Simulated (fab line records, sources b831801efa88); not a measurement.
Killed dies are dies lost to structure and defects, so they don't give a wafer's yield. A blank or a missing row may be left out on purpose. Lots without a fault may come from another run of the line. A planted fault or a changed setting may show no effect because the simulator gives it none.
Tool commonality check | flow gf180mcu | 12 lots, 36 wafers sampled

WHY IT WAS OPENED
At GF_NWELL_TW_MEAS_11 the reading NWELL_TW is flagged on 2 of 12 lots. Wafers without a fault read 1565, standard deviation 19.
Rule: a lot is flagged when every wafer of it that has a number lies more than 4 standard deviations from that mean, or none has a number. The other lots count as sound.

lot  | measured    | on            | NWELL_TW, wafer by wafer | flag
L202 | day 3 11:47 | film_metro-04 | 1587 1587 1579           |
L205 | day 4 08:37 | film_metro-04 | 1577 1573 1573           |
L204 | day 4 09:13 | film_metro-03 | 1580 1576 1582           |
L206 | day 4 17:17 | film_metro-01 | 1535 1530 1538           |
L207 | day 5 03:29 | film_metro-04 | 1572 1564 1576           |
L209 | day 5 09:04 | film_metro-04 | 1560 1567 1570           |
L208 | day 5 09:25 | film_metro-03 | 1581 1573 1582           |
L210 | day 5 18:43 | film_metro-01 | 1547 1540 1540           |
L213 | day 6 04:04 | film_metro-01 | 1541 1542 1536           |
L214 | day 6 08:53 | film_metro-01 | 1541 1544 1548           |
L221 | day 7 21:31 | film_metro-04 | 1704 1710 1703           | FLAGGED
L222 | day 8 02:27 | film_metro-03 | 1717 1725 1715           | FLAGGED
The numbers of the flagged lots are 1712 on average: +147 against the usual, or +8 standard deviations.

WHICH TOOL RAN EACH LOT
The record holds 2 process steps before the reading, out of a route of 602 steps. In each cell: the tool, then ch and the chambers that the sampled wafers went through, then the start.
lot  | flag    | GF_STI_STRIP_15                     | GF_NWELL_IMPLANT_08
L202 |         | plasma_asher-03 ch 0,1, day 2 06:25 | implanter-03 ch 0, day 3 11:25
L205 |         | plasma_asher-03 ch 0,1, day 2 22:21 | implanter-01 ch 0, day 4 08:13
L204 |         | plasma_asher-02 ch 0,1, day 2 17:41 | implanter-02 ch 0, day 4 08:52
L206 |         | plasma_asher-03 ch 0,1, day 3 03:02 | implanter-03 ch 0, day 4 16:54
L207 |         | plasma_asher-04 ch 0,1, day 3 11:35 | implanter-02 ch 0, day 5 03:05
L209 |         | plasma_asher-04 ch 0,1, day 3 18:53 | implanter-02 ch 0, day 5 08:41
L208 |         | plasma_asher-03 ch 0,1, day 3 18:41 | implanter-03 ch 0, day 5 09:01
L210 |         | plasma_asher-04 ch 0,1, day 4 03:37 | implanter-03 ch 0, day 5 18:18
L213 |         | plasma_asher-03 ch 0,1, day 4 16:47 | implanter-02 ch 0, day 6 03:40
L214 |         | plasma_asher-02 ch 0,1, day 4 21:55 | implanter-02 ch 0, day 6 08:31
L221 | FLAGGED | plasma_asher-04 ch 1, day 6 09:02   | implanter-03 ch 0, day 7 21:07
L222 | FLAGGED | plasma_asher-03 ch 0, day 6 14:14   | implanter-03 ch 0, day 8 02:03
What these steps do:
- GF_STI_STRIP_15: strips in O2/N2.
- GF_NWELL_IMPLANT_08
- GF_NWELL_TW_MEAS_11

FLAGGED OVER TOTAL, TOOL BY TOOL (the gauges that took the reading come last)
step                | tool            | lots run | flagged | share of the flagged lots | sound lots run after its first flagged lot
GF_STI_STRIP_15     | plasma_asher-02 | 2        | 0       | none                      | -
GF_STI_STRIP_15     | plasma_asher-03 | 6        | 1       | some                      | 0
GF_STI_STRIP_15     | plasma_asher-04 | 4        | 1       | some                      | 0
GF_NWELL_IMPLANT_08 | implanter-01    | 1        | 0       | none                      | -
GF_NWELL_IMPLANT_08 | implanter-02    | 5        | 0       | none                      | -
GF_NWELL_IMPLANT_08 | implanter-03    | 6        | 2       | all                       | 0
GF_NWELL_TW_MEAS_11 | film_metro-01   | 4        | 0       | none                      | -
GF_NWELL_TW_MEAS_11 | film_metro-03   | 3        | 1       | some                      | 0
GF_NWELL_TW_MEAS_11 | film_metro-04   | 5        | 1       | some                      | 0

WHAT THE TABLE ALLOWS
1 row of the table ran every flagged lot: implanter-03 at GF_NWELL_IMPLANT_08.
- implanter-03 at GF_NWELL_IMPLANT_08: 2 of its 6 lots flagged. Its last sound lot is L210 (day 5 18:18), its first flagged lot L221 (day 7 21:07): a fault that began between those two fits. Its own readings lie more than 4 standard deviations out on every wafer of the flagged lots: tilt_deg.
One tool is left: implanter-03 at GF_NWELL_IMPLANT_08.

WHAT THE SIMULATOR HAD PUT IN
Process parameter drift: implanter-03, from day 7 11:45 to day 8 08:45, at GF_NWELL_IMPLANT_08. Setting tilt_deg, moved by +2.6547, from 0. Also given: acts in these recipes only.
Lots struck among those shown: L221, L222. The rule above found the same.
